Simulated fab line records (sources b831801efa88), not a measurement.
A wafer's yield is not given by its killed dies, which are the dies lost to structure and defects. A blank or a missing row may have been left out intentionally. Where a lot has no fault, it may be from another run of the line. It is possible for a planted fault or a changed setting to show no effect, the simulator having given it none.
What tool caused it? -- flow sky130 -- route of 708 steps, sampled at 1 step: 9 lots, 27 wafers

== WHAT THE GAUGES SHOWED, per wafer ==
SKY_CAPM_OVL_MEAS_12. Usual: CAPM_OVL gives -0.3 nm (standard deviation 0.96).
lot,measured,on,CAPM_OVL (nm),flag
L586,day 38 14:01,overlay-01,-2.4 -2.0 -0.6,
L588,day 39 05:19,overlay-02,-0.1 0.3 0.6,
L590,day 40 03:08,overlay-01,-0.3 -0.5 0.5,
L591,day 40 14:58,overlay-01,0.3 -0.7 0.5,
L599,day 42 22:28,overlay-02,-0.6 0.3 0.4,
L600,day 43 00:15,overlay-02,-1.1 -0.5 -0.8,
L602,day 44 03:05,overlay-01,0.1 -0.7 -1.2,
L605,day 44 14:17,overlay-02,-0.4 -0.6 -1.4,
L603,day 44 20:05,overlay-02,0.0 -0.9 -2.0,

== TOOL THAT RAN EACH LOT (tool first, then ch and the chambers of the sampled wafers, then the start) ==
No process step before these readings appears in the record.

== WHAT THE TOOLS THEMSELVES READ (means of the sampled wafers that have a number; where no wafer has one, the mark that the record gives instead) ==
The record holds no such reading with a usual standard deviation.

== THE ANSWER, worked out from the rows above alone ==
Rule: lot off if the mean of its wafers having a number is beyond 3 standard deviations from the usual mean. Also off: a lot with no number at a reading for which 4 or more lots have one. The other lots that the step has rows for count as sound. First the gauges in route order, then the tools' own readings, where a lot's mean is used as printed above. The first step at which some lot is off is used, and at that step the reading that is off furthest; a lot without a number counts as furthest.
No lot is off at any reading shown: from this, nothing can be told.

== WHAT HAD BEEN PUT IN BY THE SIMULATOR ==
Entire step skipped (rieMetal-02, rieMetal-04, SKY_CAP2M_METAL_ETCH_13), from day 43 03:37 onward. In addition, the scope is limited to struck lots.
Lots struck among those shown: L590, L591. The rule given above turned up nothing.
